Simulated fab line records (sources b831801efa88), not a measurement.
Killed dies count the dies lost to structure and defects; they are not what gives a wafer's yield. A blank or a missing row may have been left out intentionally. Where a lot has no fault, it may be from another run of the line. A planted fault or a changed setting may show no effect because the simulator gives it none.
Split-lot trial    flow sfq line    route with 325 steps; 5 lots, 23 wafers read

## THE SPLIT
At SFQ_TRILAYER_M7_LITHO_COAT_177 (resist thk 600 nm), the setting resist thk nm was moved away from the recipe's 600 nm on 9 of the 23 wafers read, by -5.1% to +4.7%. This setting was run at the recipe's value on the other wafers.

## FROM THE SPLIT TO THE READING: what the file shows between them, 4 steps
- SFQ_TRILAYER_M7_LITHO_SOFTBAKE_181
- SFQ_TRILAYER_M7_LITHO_EXPOSE_178: exposes mask M7, target cd 500 nm
- SFQ_TRILAYER_M7_LITHO_DEVELOP_179: time 60 s
- SFQ_TRILAYER_M7_BARC_OPEN_METAL_ETCH_229: etches BARC in O2, target depth 125 nm, time 41.7 s

## THE READING
KrF_of_TRILAYER_M7_LITHO_COAT_177.thk nm (the simulator's own value, which no gauge read), in nm, at SFQ_TRILAYER_M7_ETCH_METAL_ETCH_180 (etches Nb in Cl2/Ar, stops on SiO2, target depth 240 nm, time 120 s). The file does not state a usual value for it. Across the 14 wafers here that went through the recipe, the average is 382.8 nm and the standard deviation 1.9 nm.

wafer   tool, chamber at the split  resist thk nm as run, nm  against the recipe  KrF_of_TRILAYER_M7_LITHO_COAT_177.thk nm, nm  against lot-mates on the recipe
L078.1  litho track-01, 0           569.5                     -5.1%               352.5                                         -28.8
L078.2  litho track-01, 0           600                       recipe              381.6                                         -
L078.3  litho track-01, 0           600                       recipe              380.8                                         -
L078.4  litho track-01, 0           569.5                     -5.1%               353.9                                         -27.4
L078.5  litho track-01, 0           600                       recipe              381.5                                         -
L079.2  litho track-02, 0           600                       recipe              381.3                                         -
L079.3  litho track-02, 0           612.6                     +2.1%               399.3                                         +16.0
L079.4  litho track-02, 0           600                       recipe              381.5                                         -
L079.5  litho track-02, 0           600                       recipe              387                                           -
L079.6  litho track-02, 0           612.6                     +2.1%               394.5                                         +11.2
L080.2  litho track-02, 0           600                       recipe              383                                           -
L080.3  litho track-02, 0           628.2                     +4.7%               413.9                                         +31.8
L080.4  litho track-02, 0           628.2                     +4.7%               408.8                                         +26.8
L080.5  litho track-02, 0           628.2                     +4.7%               413.4                                         +31.3
L080.6  litho track-02, 0           600                       recipe              381.1                                         -
L084.1  litho track-02, 0           600                       recipe              384.8                                         -
L084.2  litho track-02, 0           600                       recipe              385.8                                         -
L084.3  litho track-02, 0           600                       recipe              382.7                                         -
L085.1  litho track-01, 0           600                       recipe              384.5                                         -
L085.3  litho track-01, 0           580.1                     -3.3%               363.2                                         -19.6
L085.4  litho track-01, 0           600                       recipe              382.4                                         -
L085.5  litho track-01, 0           600                       recipe              381.6                                         -
L085.6  litho track-01, 0           580.1                     -3.3%               365.9                                         -16.9

FIT RESULTS
A straight line over all 23 wafers: KrF_of_TRILAYER_M7_LITHO_COAT_177.thk nm changes by +6 nm for each +1% of resist thk nm; r = +0.99; the points scatter about the line by 2.1 nm.
The same after taking each lot's own level away (the mean of its wafers on the recipe; 23 wafers): +5.96 nm for each +1%; r = +0.99; scatter 2 nm.
That fit puts the effect of the largest move of resist thk nm on the reading at 30 nm.
The lots' own levels span 381.30 to 384.43 nm, that is 1.7 times the standard deviation above.
Hence the lot-to-lot level has little effect on the slope; both slopes agree.
Check: -29.8 nm against its lot-mates is what the line predicts for one of the wafers moved furthest among these (-5.1%) when that wafer is left out of the fit. It came out at -28.8 nm against them.

## THE WHOLE CHAIN: every reading that the file lists as answering this split, in the file's order
step                                      what it does                                                         reading                                                                                    change (the file's fit)               r (the file's)
SFQ_TRILAYER_M7_LITHO_COAT_177            resist thk 600 nm                                                    KrF_of_TRILAYER_M7_LITHO_COAT_177.thk nm (the simulator's own value, which no gauge read)  +6.2 nm for each +1% of the setting   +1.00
SFQ_TRILAYER_M7_BARC_OPEN_METAL_ETCH_229  etches BARC in O2, target depth 125 nm, time 41.7 s                  KrF_of_TRILAYER_M7_LITHO_COAT_177.thk nm (the simulator's own value, which no gauge read)  +6.14 nm for each +1% of the setting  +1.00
SFQ_TRILAYER_M7_ETCH_METAL_ETCH_180       etches Nb in Cl2/Ar, stops on SiO2, target depth 240 nm, time 120 s  KrF_of_TRILAYER_M7_LITHO_COAT_177.thk nm (the simulator's own value, which no gauge read)  +5.89 nm for each +1% of the setting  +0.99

## FILE'S OWN FIT
KrF_of_TRILAYER_M7_LITHO_COAT_177.thk nm changes by +5.89 nm for each +1% of resist thk nm, r = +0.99.
